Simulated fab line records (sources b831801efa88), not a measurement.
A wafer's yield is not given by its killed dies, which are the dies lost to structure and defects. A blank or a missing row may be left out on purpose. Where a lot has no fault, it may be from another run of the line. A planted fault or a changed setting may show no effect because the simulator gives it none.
A single fault, viewed from 2 desks	flow gf180mcu	numbers are kept per desk, each desk with only its own; the story behind them comes last

== FROM THE METROLOGY DESK ==
What the gauges read, lot by lot, whatever tool the lot ran on: means of the sampled wafers that have a number. The brackets show how far a lot's mean lies from the usual mean; more than 4 standard deviations puts the lot out of limits, marked OUT.
Columns: A = HV_LDD_01_OVL at GF_HV_LDD_OVL_MEAS_20, usual 0.9 nm; B = HV_LDD_4_TW at GF_HV_LDD_TW_MEAS_50, usual 572
lot	first seen here	A	B
L408	day 10 19:29	1.3	566
L409	day 11 02:38	1.8	567
L410	day 11 17:05	3.4	566
L411	day 11 19:23	1.3	577
L414	day 12 20:11	-0.8	571
L421	day 14 23:20	-0.4	577
L424	day 15 18:02	1.7	577
L425	day 16 07:05	2.6	579
L426	day 16 18:58	-0.2	576
L427	day 17 06:28	0.4	573
L428	day 17 08:58	0.7	565
L429	day 17 14:26	1.4	563
This desk found nothing out of limits on any of the 12 lots.

== FOR THE TOOL OWNER'S DESK: plasma asher-03 ==
The tool's own readings at GF_HV_LDD_STRIP_37 (strips in O2/N2): means of the sampled wafers that have a number, for each lot that ran on this tool. The brackets show how far a lot's mean lies from the usual mean; more than 4 standard deviations puts the lot out of limits, marked OUT.
Columns: A = drypump motor current A at GF_HV_LDD_STRIP_37, usual 5.7 A; B = heater power w at GF_HV_LDD_STRIP_37, usual 339 W; C = oes product au at GF_HV_LDD_STRIP_37, usual 0.716 a.u.; D = strip time to endpoint s at GF_HV_LDD_STRIP_37, usual 12.61 s
lot	first seen here	A	B	C	D
L408	day 11 14:52	5.9	314	0.714	12.64
L410	day 12 13:35	6.1	329	0.717	12.59
L414	day 13 16:46	6.1	325	0.959 (+55) OUT	-
L421	day 15 21:23	5.9	320	0.716	12.61
L425	day 17 06:56	6.1	319	0.719	12.64
L427	day 18 06:28	5.6	311	0.716	12.56
L428	day 18 09:58	6.1	324	0.715	12.60
L429	day 18 14:46	6.2	320	0.713	12.58
Finding of this desk: L414 out of limits; the first was L414 at day 13 16:46, on oes product au at GF_HV_LDD_STRIP_37. In limits: L408, L410, L421, L425, L427, L428, L429.

== BROUGHT TOGETHER ==
On L414, at day 13 16:46, an alarm was possible from the tool owner's desk.
At the metrology desk, nothing out of limits was observed.
The metrology desk holds a record of L414, inside its limits.
All the named lots went through GF_HV_LDD_STRIP_37 on plasma asher-03.

== WHAT HAD BEEN PUT IN BY THE SIMULATOR ==
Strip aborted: plasma asher-03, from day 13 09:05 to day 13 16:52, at GF_HV_LDD_STRIP_37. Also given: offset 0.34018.
Shown lots that were struck: L414.
How many hours passed from the start of the fault until each desk's first out-of-limits reading: the tool owner's desk, 8.
